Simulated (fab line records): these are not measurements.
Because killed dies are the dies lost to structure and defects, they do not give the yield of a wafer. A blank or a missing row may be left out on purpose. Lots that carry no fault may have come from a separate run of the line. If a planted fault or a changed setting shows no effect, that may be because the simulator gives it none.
A struck lot beside a sound one	flow sfq-line	13 out of 325 route steps
Sound: these wafers, L816.1, L816.4, L816.5. Struck: wafer L821.2. (L821.1, L821.6 of the same lot were not struck and are left out.) The cause comes at the end.
At each step with rows: each side's tool, then ch and its chambers, then its first start. Under that, the readings that differ: sound wafers	struck wafers	difference of the means	sigmas: that difference in standard deviations of wafers without a fault.
alike: words and numbers the same on both sides, and readings whose means are apart by under 2 such deviations; not compared: readings that were withheld, readings missing a value for some wafer, numbers with overlapping values and no deviation given by the record, and bounds like >300 which may hide the same value.
Wherever a step has rows on one side only, a row that says differs or no value, or a row with sigmas, the two part there. When numbers do not overlap yet have no deviation, they are printed without sigmas and do not part them. A reading that every wafer of one side lacks parts them only if that side has two wafers or more.

first, 6 steps without rows for these wafers: SFQ_TRILAYER_M1_LITHO_COAT_044 (resist thk 62 nm); SFQ_TRILAYER_M1_LITHO_COAT_039 (resist thk 600 nm); SFQ_TRILAYER_M1_LITHO_SOFTBAKE_043; SFQ_TRILAYER_M1_LITHO_EXPOSE_040 (exposes mask M1, target cd 500 nm); SFQ_TRILAYER_M1_LITHO_PEB_042 (peb time 60 s); SFQ_TRILAYER_M1_LITHO_DEVELOP_041 (time 60 s).
SFQ_M1_OVL_MEAS_911:
  sound on overlay-01, day 26 17:01; struck on overlay-02, day 27 05:08
reading	sound	struck	difference	sigmas
M1_OVL (nm)	3 -9 -2	8	+11	+2
SFQ_TRILAYER_M1_BARC_OPEN_METAL_ETCH_054: etches BARC in O2, target depth 125 nm, time 41.7 s.
  sound on rie-metal-03 ch 0,1, day 26 17:03; struck on rie-metal-03 ch 0, day 27 05:10
  alike: drypump-motor-current-A, oes-product-au, rf-fwd-power-W
  not compared: rf-hours-counter-h
SFQ_TRILAYER_M1_ETCH_METAL_ETCH_042: etches Nb in Cl2/Ar, stops on SiO2, target depth 240 nm, time 120 s.
  sound on rie-metal-03 ch 0,1, day 26 17:07; struck on rie-metal-03 ch 0, day 27 05:17
  alike: drypump-motor-current-A, oes-product-au, rf-fwd-power-W
  not compared: rf-hours-counter-h
SFQ_TRILAYER_M1_STRIP_STRIP_043: strips in O2.
  sound on rie-metal-03 ch 0,1, day 26 17:14; struck on rie-metal-03 ch 0, day 27 05:32
  alike: drypump-motor-current-A, oes-product-au
  not compared: rf-hours-counter-h
then, 1 step without rows for these wafers: SFQ_TRILAYER_M1_STRIP_SOLV_CLEAN_044 (cleans in NMP, time 600 s).
SFQ_TRILAYER_I1_DEP_PECVD_045: deposits SiO2 from SiH4/N2O, time 111.11 s, target thk 500 nm.
  sound on pecvd-04 ch 0,1, day 26 18:01; struck on pecvd-04 ch 1, day 27 06:55
reading	sound	struck	difference	sigmas
run-length-s (s)	138.6 139.3 139.0	146.3	+7.3	+13
model.SiO2_of_TRILAYER_I1_DEP_PECVD_045.thk-nm (nm)	498.2 504.2 493.5	525.7	+27.1	
  alike: chamber-pressure-Torr, heater-power-outer-w, heater-power-w, rf-fwd-power-W, throttle-valve-pct
SFQ_TRILAYER_I1_CMP_CMP_046: polishes SiO2.
  sound on cmp-01 ch 2,3, day 26 18:05; struck on cmp-01 ch 2, day 27 10:05
reading	sound	struck	difference	sigmas
time-to-endpoint-s (s)	208 205 207	232	+25	+3
  alike: motor-current-A, slurry-filter-dp-kPa

== WHERE THEY PART ==
At SFQ_M1_OVL_MEAS_911 first; at SFQ_TRILAYER_I1_CMP_CMP_046 last (within this record only).

WHY: the cause the simulator had injected
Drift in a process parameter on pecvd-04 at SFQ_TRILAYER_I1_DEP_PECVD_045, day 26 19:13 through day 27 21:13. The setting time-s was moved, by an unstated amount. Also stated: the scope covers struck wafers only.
